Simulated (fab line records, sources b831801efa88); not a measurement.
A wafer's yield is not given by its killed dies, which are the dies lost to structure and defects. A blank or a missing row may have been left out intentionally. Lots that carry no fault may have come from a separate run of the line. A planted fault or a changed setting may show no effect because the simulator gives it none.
fab line records	flow sky130	part 1 of 2: steps 1 to 32 of 44
record lots=5	wafers=15	lastDay=49
route steps=708 shown LDD_HVN@274 LDD_HVP@278 LDD_LDN@289 SPACER@304 POLY_CUT@307
lots untouched by any fault: they come from a run of this same line in which no faults occurred
startH: the number of hours between the record's first day and the start of the first shown wafer of the lot	waitH: time in hours since the lot's previous step	" identical to the entry in the row above	L1.1+2: a single row standing in for several wafers	- no value present, or no start provided	* or withheld: withheld	< > ~ a bound
route shown NAME@n: a module of which the file shows steps, and the number in the route of the first	usual: average and standard deviation across the fault-free wafers	same: alike in all rows	chamber/n: place in a boat	sites: readings site by site	_std_site: how widely they spread, as a standard deviation	_edge_site: inner sites' mean taken away from outer sites' mean	radiusMm: how far each site lies from the wafer's centre	mask NAME#n: copy n	behind: the tool/chamber that last shaped the wafer	hold: what put the lot on hold/how long, in hours/how the hold closed	device: which transistor (n, p or np) failed to switch	end of line: tests of these same wafers at the route's end	a step given without rows: its recipe and nothing more	killed: count of dies lost to structure and defects at first sort (not the wafer's yield)	map: dies across one wafer; x = killed, . = not, _ = none there
set.NAME: the setting the step ran with; set.NAME@STEP: the setting that earlier step ran with	model.NAME: the simulator's own value behind a step, which no gauge read
a table for each step, a row for each wafer; lots at some steps of the route
services: the hour from which a tool's chamber was out of use, counted from the record's first day as startH (under 0 if before that day), plus the number of hours and why
## steps
# step SKY_LDD_HVN_OVL_MEAS_07
# usual LDD_HVN_OVL=-0.2/1.4
lot.wafer	tool	chamber	startH	waitH	LDD_HVN_OVL[nm]
L077.1	overlay-01	-	489.60	0.1	1.6
L077.2	"	-	"	"	1.9
L077.3	"	-	"	"	2.2
L082.4	overlay-01	-	547.60	0.1	0.9
L082.5	"	-	"	"	0.5
L082.6	"	-	"	"	0.5
L087.3	overlay-01	-	583.14	0.1	1.6
L087.5	"	-	"	"	-0.6
L087.6	"	-	"	"	0.4
L089.2	overlay-01	-	599.19	0.1	1.3
L089.3	"	-	"	"	0.1
L089.5	"	-	"	"	0.4
L090.1	overlay-02	-	604.03	0.1	1.1
L090.2	"	-	"	"	-0.1
L090.5	"	-	"	"	1.5
# step SKY_LDD_HVN_IMPLANT_08
# recipe species=P	energyKev=60	doseCm2=3e+13	tiltDeg=40
# same implantIonAmu=31
lot.wafer	tool	chamber	startH	waitH
L077.1+2+3	implanter-03	0	489.64	0.0
L082.4+5+6	implanter-03	0	547.69	0.1
L087.3+5+6	implanter-03	0	583.22	0.1
L089.2+3+5	implanter-01	0	599.24	0.0
L090.1+2+5	implanter-03	0	604.07	0.0
# step SKY_LDD_HVN_STRIP_09
# recipe chemistry=O2/N2	powerW=1400	pressureMtorr=1500	platenTempC=withheld	o2FlowSccm=3000	n2FlowSccm=300	overashFraction=0.5
# usual drypumpMotorCurrentA=5.54/0.26	oesProductAu=0.409/0.0044	stripTimeToEndpointS=4.134/0.015
lot.wafer	tool	chamber	startH	waitH	drypumpMotorCurrentA	oesProductAu	rfHoursCounterH	stripTimeToEndpointS
L077.1	plasmaAsher-04	1	489.79	0.1	5.16	0.402	79	4.137
L077.2	"	0	"	"	5.58	0.408	79	4.139
L077.3	"	1	"	"	5.13	0.408	-	4.123
L082.4	plasmaAsher-03	1	547.80	0.1	5.60	0.405	-	4.138
L082.5	"	1	"	"	5.60	0.406	-	4.153
L082.6	"	0	"	"	5.51	0.402	-	4.136
L087.3	plasmaAsher-03	1	583.35	0.1	5.59	0.415	-	4.141
L087.5	"	1	"	"	5.58	0.411	-	4.138
L087.6	"	0	"	"	5.46	0.408	-	4.117
L089.2	plasmaAsher-04	1	599.37	0.1	5.12	0.408	90	4.134
L089.3	"	1	"	"	5.15	0.405	-	4.144
L089.5	"	0	"	"	5.58	0.409	-	4.140
L090.1	plasmaAsher-02	1	604.22	0.1	5.73	0.404	81	4.150
L090.2	"	0	"	"	5.98	0.402	81	4.153
L090.5	"	0	"	"	5.96	0.410	-	4.127
# step SKY_LDD_HVN_TW_MEAS_10
# usual LDD_HVN_TW=1435/6.5
lot.wafer	tool	chamber	startH	waitH	LDD_HVN_TW
L077.1	filmMetro-03	-	489.89	0.1	1436
L077.2	"	-	"	"	1431
L077.3	"	-	"	"	1431
L082.4	filmMetro-02	-	547.90	0.1	1436
L082.5	"	-	"	"	1431
L082.6	"	-	"	"	1435
L087.3	filmMetro-02	-	583.44	0.1	1426
L087.5	"	-	"	"	1429
L087.6	"	-	"	"	1425
L089.2	filmMetro-03	-	599.48	0.1	1430
L089.3	"	-	"	"	1428
L089.5	"	-	"	"	1436
L090.1	filmMetro-02	-	604.32	0.1	1432
L090.2	"	-	"	"	1434
L090.5	"	-	"	"	1432
# step SKY_LDD_HVP_DEHYDRATE_00
# recipe tempC=200	timeS=60
# usual heaterPowerTotalW=160.37/0.12
lot.wafer	tool	chamber	startH	waitH	heaterPowerTotalW
L077.1	lithoTrack-02	0	504.59	14.7	160.22
L077.2	"	0	"	"	160.32
L077.3	"	0	"	"	160.50
L082.4	lithoTrack-02	0	562.46	14.6	160.16
L082.5	"	0	"	"	160.39
L082.6	"	0	"	"	160.29
L087.3	lithoTrack-03	0	597.28	13.8	160.38
L087.5	"	0	"	"	160.36
L087.6	"	0	"	"	160.30
L089.2	lithoTrack-01	0	613.36	13.9	160.46
L089.3	"	0	"	"	160.32
L089.5	"	0	"	"	160.45
L090.1	lithoTrack-03	0	618.28	14.0	160.59
L090.2	"	0	"	"	160.18
L090.5	"	0	"	"	160.39
# step SKY_LDD_HVP_HMDS_01
# recipe primeTimeS=60	primeTempC=120
lot.wafer	tool	chamber	startH	waitH
L077.1+2+3	lithoTrack-02	0	504.74	0.1
L082.4+5+6	lithoTrack-02	0	562.61	0.1
L087.3+5+6	lithoTrack-03	0	597.43	0.1
L089.2+3+5	lithoTrack-01	0	613.51	0.1
L090.1+2+5	lithoTrack-03	0	618.43	0.1
# step SKY_LDD_HVP_COAT_02
# recipe resist=NOVOLAK	spinRpm=3000	resistThkNm=300
lot.wafer	tool	chamber	startH	waitH
L077.1+2+3	lithoTrack-02	0	504.89	0.1
L082.4+5+6	lithoTrack-02	0	562.76	0.1
L087.3+5+6	lithoTrack-03	0	597.58	0.1
L089.2+3+5	lithoTrack-01	0	613.66	0.1
L090.1+2+5	lithoTrack-03	0	618.58	0.1
# step SKY_LDD_HVP_SOFTBAKE_03
# recipe tempC=90	timeS=60	resist=NOVOLAK
# usual heaterPowerTotalW=56.59/0.045
lot.wafer	tool	chamber	startH	waitH	heaterPowerTotalW
L077.1	lithoTrack-02	0	505.04	0.1	56.64
L077.2	"	0	"	"	56.57
L077.3	"	0	"	"	56.58
L082.4	lithoTrack-02	0	562.91	0.1	56.54
L082.5	"	0	"	"	56.58
L082.6	"	0	"	"	56.61
L087.3	lithoTrack-03	0	597.73	0.1	56.60
L087.5	"	0	"	"	56.47
L087.6	"	0	"	"	56.61
L089.2	lithoTrack-01	0	613.81	0.1	56.60
L089.3	"	0	"	"	56.65
L089.5	"	0	"	"	56.59
L090.1	lithoTrack-03	0	618.73	0.1	56.57
L090.2	"	0	"	"	56.72
L090.5	"	0	"	"	56.51
# step SKY_LDD_HVP_EXPOSE_04
# recipe maskId=HVPTM	na=0.6	sourceShape=conventional	sigmaOuter=0.6	polarization=unpolarized	targetCdNm=700	doseMj=86
# same sigmaOuter=0.6
lot.wafer	tool	chamber	startH	waitH	mask
L077.1+2+3	ilineStepper-02	0	-	-	HVPTM#0
L082.4+5+6	ilineStepper-02	0	-	-	HVPTM#0
L087.3+5+6	ilineStepper-02	0	-	-	HVPTM#0
L089.2+3+5	ilineStepper-02	0	-	-	HVPTM#0
L090.1+2+5	ilineStepper-02	0	-	-	HVPTM#0
# step SKY_LDD_HVP_PEB_05
# recipe tempC=withheld	timeS=*	resist=NOVOLAK
lot.wafer	tool	chamber	startH	waitH
L077.1+2+3	lithoTrack-01	0	-	-
L082.4+5+6	lithoTrack-01	0	-	-
L087.3+5+6	lithoTrack-01	0	-	-
L089.2+3+5	lithoTrack-01	0	-	-
L090.1+2+5	lithoTrack-03	0	-	-
# step SKY_LDD_HVP_DEVELOP_06
# recipe resist=NOVOLAK	developer=TMAH	developTimeS=60	devTempC=23
# same developTimeS=60
lot.wafer	tool	chamber	startH	waitH
L077.1+2+3	lithoTrack-01	0	519.68	0.1
L082.4+5+6	lithoTrack-01	0	577.31	0.1
L087.3+5+6	lithoTrack-01	0	612.13	0.1
L089.2+3+5	lithoTrack-01	0	628.46	0.1
L090.1+2+5	lithoTrack-03	0	633.63	0.1
# step SKY_LDD_HVP_OVL_MEAS_07
# usual LDD_HVP_OVL=-0.6/1.4
lot.wafer	tool	chamber	startH	waitH	LDD_HVP_OVL[nm]
L077.1	overlay-02	-	519.83	0.1	-1.2
L077.2	"	-	"	"	-3.0
L077.3	"	-	"	"	-1.9
L082.4	overlay-02	-	577.40	0.1	-1.7
L082.5	"	-	"	"	-2.4
L082.6	"	-	"	"	0.2
L087.3	overlay-01	-	612.24	0.1	-3.5
L087.5	"	-	"	"	-0.6
L087.6	"	-	"	"	-1.8
L089.2	overlay-02	-	628.59	0.1	0.3
L089.3	"	-	"	"	-1.5
L089.5	"	-	"	"	1.0
L090.1	overlay-02	-	633.78	0.1	-2.5
L090.2	"	-	"	"	1.0
L090.5	"	-	"	"	-1.3
# step SKY_LDD_HVP_IMPLANT_08
# recipe species=B	energyKev=20.31	doseCm2=1.7e+13	tiltDeg=17.9
# same implantIonAmu=11
lot.wafer	tool	chamber	startH	waitH
L077.1+2+3	implanter-04	0	519.87	0.0
L082.4+5+6	implanter-04	0	577.49	0.1
L087.3+5+6	implanter-01	0	612.32	0.1
L089.2+3+5	implanter-01	0	628.64	0.0
L090.1+2+5	implanter-03	0	633.81	0.0
# step SKY_LDD_HVP_STRIP_09
# recipe chemistry=O2/N2	powerW=1400	pressureMtorr=1500	platenTempC=withheld	o2FlowSccm=3000	n2FlowSccm=300	overashFraction=0.5
# usual drypumpMotorCurrentA=5.7/0.35	oesProductAu=0.408/0.0041	stripTimeToEndpointS=4.133/0.014
lot.wafer	tool	chamber	startH	waitH	drypumpMotorCurrentA	oesProductAu	rfHoursCounterH	stripTimeToEndpointS
L077.1	plasmaAsher-01	1	520.02	0.1	5.9	0.405	8	4.140
L077.2	"	0	"	"	6.2	0.412	8	4.148
L077.3	"	1	"	"	5.9	0.407	-	4.133
L082.4	plasmaAsher-04	0	577.60	0.1	5.6	0.406	-	4.123
L082.5	"	0	"	"	5.6	0.408	-	4.094
L082.6	"	1	"	"	5.1	0.404	-	4.116
L087.3	plasmaAsher-01	1	612.45	0.1	5.8	0.399	-	4.153
L087.5	"	0	"	"	6.2	0.411	-	4.130
L087.6	"	1	"	"	5.9	0.413	-	4.119
L089.2	plasmaAsher-04	1	628.77	0.1	5.1	0.407	93	4.127
L089.3	"	0	"	"	5.6	0.413	-	4.110
L089.5	"	1	"	"	5.2	0.409	-	4.131
L090.1	plasmaAsher-01	1	633.96	0.1	5.9	0.403	20	4.148
L090.2	"	0	"	"	6.2	0.409	20	4.147
L090.5	"	0	"	"	6.2	0.413	-	4.135
# step SKY_LDD_HVP_TW_MEAS_10
# usual LDD_HVP_TW=458/3.4
lot.wafer	tool	chamber	startH	waitH	LDD_HVP_TW
L077.1	filmMetro-01	-	520.12	0.1	463
L077.2	"	-	"	"	462
L077.3	"	-	"	"	461
L082.4	filmMetro-04	-	577.70	0.1	456
L082.5	"	-	"	"	459
L082.6	"	-	"	"	456
L087.3	filmMetro-01	-	612.54	0.1	457
L087.5	"	-	"	"	459
L087.6	"	-	"	"	462
L089.2	filmMetro-04	-	628.88	0.1	459
L089.3	"	-	"	"	459
L089.5	"	-	"	"	459
L090.1	filmMetro-01	-	634.06	0.1	463
L090.2	"	-	"	"	464
L090.5	"	-	"	"	464
# step SKY_LDD_LDN_DEHYDRATE_00
# recipe tempC=200	timeS=60
# usual heaterPowerTotalW=160.37/0.13
lot.wafer	tool	chamber	startH	waitH	heaterPowerTotalW
L077.1	lithoTrack-01	0	534.63	14.5	160.35
L077.2	"	0	"	"	160.63
L077.3	"	0	"	"	160.22
L082.4	lithoTrack-04	0	591.43	13.7	160.20
L082.5	"	0	"	"	160.22
L082.6	"	0	"	"	160.23
L087.3	lithoTrack-04	0	626.45	13.9	160.55
L087.5	"	0	"	"	160.52
L087.6	"	0	"	"	160.20
L089.2	lithoTrack-02	0	642.56	13.7	160.48
L089.3	"	0	"	"	160.44
L089.5	"	0	"	"	160.36
L090.1	lithoTrack-04	0	648.20	14.1	160.39
L090.2	"	0	"	"	160.35
L090.5	"	0	"	"	160.17
# step SKY_LDD_LDN_HMDS_01
# recipe primeTimeS=60	primeTempC=120
lot.wafer	tool	chamber	startH	waitH
L077.1+2+3	lithoTrack-01	0	534.78	0.1
L082.4+5+6	lithoTrack-04	0	591.58	0.1
L087.3+5+6	lithoTrack-04	0	626.60	0.1
L089.2+3+5	lithoTrack-02	0	642.71	0.1
L090.1+2+5	lithoTrack-04	0	648.35	0.1
# step SKY_LDD_LDN_COAT_02
# recipe resist=NOVOLAK	spinRpm=3000	resistThkNm=1140
lot.wafer	tool	chamber	startH	waitH
L077.1+2+3	lithoTrack-01	0	534.93	0.1
L082.4+5+6	lithoTrack-04	0	591.73	0.1
L087.3+5+6	lithoTrack-04	0	626.75	0.1
L089.2+3+5	lithoTrack-02	0	642.86	0.1
L090.1+2+5	lithoTrack-04	0	648.50	0.1
# step SKY_LDD_LDN_SOFTBAKE_03
# recipe tempC=90	timeS=60	resist=NOVOLAK
# usual heaterPowerTotalW=56.58/0.049
lot.wafer	tool	chamber	startH	waitH	heaterPowerTotalW
L077.1	lithoTrack-01	0	535.08	0.1	56.61
L077.2	"	0	"	"	56.53
L077.3	"	0	"	"	56.66
L082.4	lithoTrack-04	0	591.88	0.1	56.62
L082.5	"	0	"	"	56.56
L082.6	"	0	"	"	56.59
L087.3	lithoTrack-04	0	626.90	0.1	56.63
L087.5	"	0	"	"	56.49
L087.6	"	0	"	"	56.63
L089.2	lithoTrack-02	0	643.01	0.1	56.60
L089.3	"	0	"	"	56.70
L089.5	"	0	"	"	56.63
L090.1	lithoTrack-04	0	648.65	0.1	56.64
L090.2	"	0	"	"	56.58
L090.5	"	0	"	"	56.64
# step SKY_LDD_LDN_EXPOSE_04
# recipe maskId=LDNTM	na=0.6	sourceShape=conventional	sigmaOuter=0.6	polarization=unpolarized	targetCdNm=700	doseMj=140
# same sigmaOuter=0.6
lot.wafer	tool	chamber	startH	waitH	mask
L077.1+2+3	ilineStepper-01	0	-	-	LDNTM#0
L082.4+5+6	ilineStepper-01	0	-	-	LDNTM#0
L087.3+5+6	ilineStepper-02	0	-	-	LDNTM#0
L089.2+3+5	ilineStepper-01	0	-	-	LDNTM#0
L090.1+2+5	ilineStepper-02	0	-	-	LDNTM#0
# step SKY_LDD_LDN_PEB_05
# recipe tempC=withheld	timeS=*	resist=NOVOLAK
lot.wafer	tool	chamber	startH	waitH
L077.1+2+3	lithoTrack-02	0	-	-
L082.4+5+6	lithoTrack-01	0	-	-
L087.3+5+6	lithoTrack-04	0	-	-
L089.2+3+5	lithoTrack-02	0	-	-
L090.1+2+5	lithoTrack-02	0	-	-
# step SKY_LDD_LDN_DEVELOP_06
# recipe resist=NOVOLAK	developer=TMAH	developTimeS=60	devTempC=23
# same developTimeS=60
lot.wafer	tool	chamber	startH	waitH
L077.1+2+3	lithoTrack-02	0	549.89	0.1
L082.4+5+6	lithoTrack-01	0	606.11	0.1
L087.3+5+6	lithoTrack-04	0	640.75	0.1
L089.2+3+5	lithoTrack-02	0	657.71	0.1
L090.1+2+5	lithoTrack-02	0	662.54	0.1
# step SKY_LDD_LDN_OVL_MEAS_07
# usual LDD_LDN_OVL=0.3/1.3
lot.wafer	tool	chamber	startH	waitH	LDD_LDN_OVL[nm]
L077.1	overlay-02	-	550.04	0.1	1.6
L077.2	"	-	"	"	3.3
L077.3	"	-	"	"	1.0
L082.4	overlay-02	-	606.20	0.1	-0.5
L082.5	"	-	"	"	1.3
L082.6	"	-	"	"	0.3
L087.3	overlay-01	-	640.87	0.1	-0.1
L087.5	"	-	"	"	1.3
L087.6	"	-	"	"	0.4
L089.2	overlay-01	-	657.85	0.1	0.6
L089.3	"	-	"	"	0.8
L089.5	"	-	"	"	2.3
L090.1	overlay-01	-	662.69	0.1	1.9
L090.2	"	-	"	"	2.1
L090.5	"	-	"	"	2.0
# step SKY_LDD_LDN_IMPLANT_08
# recipe species=As	energyKev=15	doseCm2=1.25e+13	tiltDeg=withheld	rotationDeg=23
# same implantIonAmu=75
lot.wafer	tool	chamber	startH	waitH
L077.1+2+3	implanter-03	0	550.08	0.0
L082.4+5+6	implanter-04	0	606.29	0.1
L087.3+5+6	implanter-03	0	640.94	0.1
L089.2+3+5	implanter-03	0	657.90	0.0
L090.1+2+5	implanter-02	0	662.73	0.0
# step SKY_LDD_LDN_IMPLANT_09
# recipe species=As	energyKev=15	doseCm2=1.25e+13	tiltDeg=withheld	rotationDeg=113
# same implantIonAmu=75
lot.wafer	tool	chamber	startH	waitH
L077.1+2+3	implanter-03	0	550.23	0.1
L082.4+5+6	implanter-04	0	606.44	0.1
L087.3+5+6	implanter-03	0	641.09	0.1
L089.2+3+5	implanter-03	0	658.05	0.1
L090.1+2+5	implanter-02	0	662.88	0.1
# step SKY_LDD_LDN_IMPLANT_10
# recipe species=As	energyKev=15	doseCm2=1.25e+13	tiltDeg=withheld	rotationDeg=203
# same implantIonAmu=75
lot.wafer	tool	chamber	startH	waitH
L077.1+2+3	implanter-03	0	550.38	0.1
L082.4+5+6	implanter-04	0	606.59	0.1
L087.3+5+6	implanter-03	0	641.24	0.1
L089.2+3+5	implanter-03	0	658.20	0.1
L090.1+2+5	implanter-02	0	663.03	0.1
# step SKY_LDD_LDN_IMPLANT_11
# recipe species=As	energyKev=15	doseCm2=1.25e+13	tiltDeg=withheld	rotationDeg=293
# same implantIonAmu=75
lot.wafer	tool	chamber	startH	waitH
L077.1+2+3	implanter-03	0	550.53	0.1
L082.4+5+6	implanter-04	0	606.74	0.1
L087.3+5+6	implanter-03	0	641.39	0.1
L089.2+3+5	implanter-03	0	658.35	0.1
L090.1+2+5	implanter-02	0	663.18	0.1
# step SKY_LDD_LDN_STRIP_12
# recipe chemistry=O2/N2	powerW=1400	pressureMtorr=1500	platenTempC=withheld	o2FlowSccm=3000	n2FlowSccm=300	overashFraction=0.5
# usual drypumpMotorCurrentA=5.79/0.25	oesProductAu=0.716/0.0045	stripTimeToEndpointS=14.17/0.039
lot.wafer	tool	chamber	startH	waitH	drypumpMotorCurrentA	oesProductAu	rfHoursCounterH	stripTimeToEndpointS
L077.1	plasmaAsher-03	1	550.68	0.1	5.57	0.713	37	14.25
L077.2	"	0	"	"	5.49	0.716	37	14.20
L077.3	"	1	"	"	5.57	0.717	-	14.22
L082.4	plasmaAsher-03	0	606.85	0.1	5.46	0.713	-	14.13
L082.5	"	0	"	"	5.47	0.718	-	14.12
L082.6	"	1	"	"	5.58	0.715	-	14.11
L087.3	plasmaAsher-02	0	641.52	0.1	6.01	0.717	-	14.13
L087.5	"	0	"	"	6.02	0.722	-	14.15
L087.6	"	1	"	"	5.71	0.710	-	14.18
L089.2	plasmaAsher-02	1	658.48	0.1	5.73	0.717	87	14.15
L089.3	"	0	"	"	6.00	0.730	-	14.16
L089.5	"	0	"	"	5.99	0.720	-	14.18
L090.1	plasmaAsher-03	1	663.33	0.1	5.58	0.714	48	14.24
L090.2	"	0	"	"	5.49	0.719	48	14.21
L090.5	"	1	"	"	5.58	0.714	-	14.19
# step SKY_LDD_LDN_TW_MEAS_13
# usual LDD_LDN_TW=1484/6.6
lot.wafer	tool	chamber	startH	waitH	LDD_LDN_TW
L077.1	filmMetro-01	-	550.78	0.1	1485
L077.2	"	-	"	"	1484
L077.3	"	-	"	"	1482
L082.4	filmMetro-03	-	606.95	0.1	1486
L082.5	"	-	"	"	1486
L082.6	"	-	"	"	1484
L087.3	filmMetro-01	-	641.61	0.1	1506
L087.5	"	-	"	"	1499
L087.6	"	-	"	"	1495
L089.2	filmMetro-01	-	658.59	0.1	1484
L089.3	"	-	"	"	1493
L089.5	"	-	"	"	1491
L090.1	filmMetro-04	-	663.43	0.1	1485
L090.2	"	-	"	"	1481
L090.5	"	-	"	"	1487
# step SKY_LDD_LDN_CLEAN_14
# recipe chemistry=SC1/SC2	mix=1:4:20	tempC=70	timeS=150	dry=n2Spin
lot.wafer	tool	chamber	startH	waitH
L077.1+2+3	wetBench-04	3	550.84	0.1
L082.4+5+6	wetBench-04	3	606.98	0.0
L087.3+5+6	wetBench-02	2	641.65	0.0
L089.2+3+5	wetBench-02	3	658.64	0.0
L090.1+2+5	wetBench-04	2	663.49	0.1
# step SKY_SPACER_CVD_00
# recipe material=Si3N4	precursor=DCS/NH3	targetThkNm=43.1	tempC=770	timeS=740	pressureMtorr=250
lot.wafer	tool	chamber	startH	waitH
L077.1+2+3	lpcvd-02	1	552.25	1.4
L082.4+5+6	lpcvd-02	1	607.78	0.8
L087.3+5+6	lpcvd-02	0	641.70	0.0
L089.2+3+5	lpcvd-02	1	658.69	0.0
L090.1+2+5	lpcvd-02	1	663.69	0.2
# step SKY_SPACER_THK_MEAS_01
# recipe reads=Si3N4_of_SPACER_CVD_00
# usual SPACER_CVD_00_THK=43.0/0.43
lot.wafer	tool	chamber	startH	waitH	SPACER_CVD_00_THK[nm]
L077.1	filmMetro-03	-	553.46	0.0	43.3
L077.2	"	-	"	"	43.3
L077.3	"	-	"	"	43.0
L082.4	filmMetro-03	-	609.02	0.0	42.2
L082.5	"	-	"	"	42.1
L082.6	"	-	"	"	42.5
L087.3	filmMetro-01	-	642.92	0.0	42.8
L087.5	"	-	"	"	42.9
L087.6	"	-	"	"	42.8
L089.2	filmMetro-01	-	659.90	0.0	43.4
L089.3	"	-	"	"	43.2
L089.5	"	-	"	"	43.3
L090.1	filmMetro-03	-	664.89	0.0	42.3
L090.2	"	-	"	"	42.4
L090.5	"	-	"	"	42.2
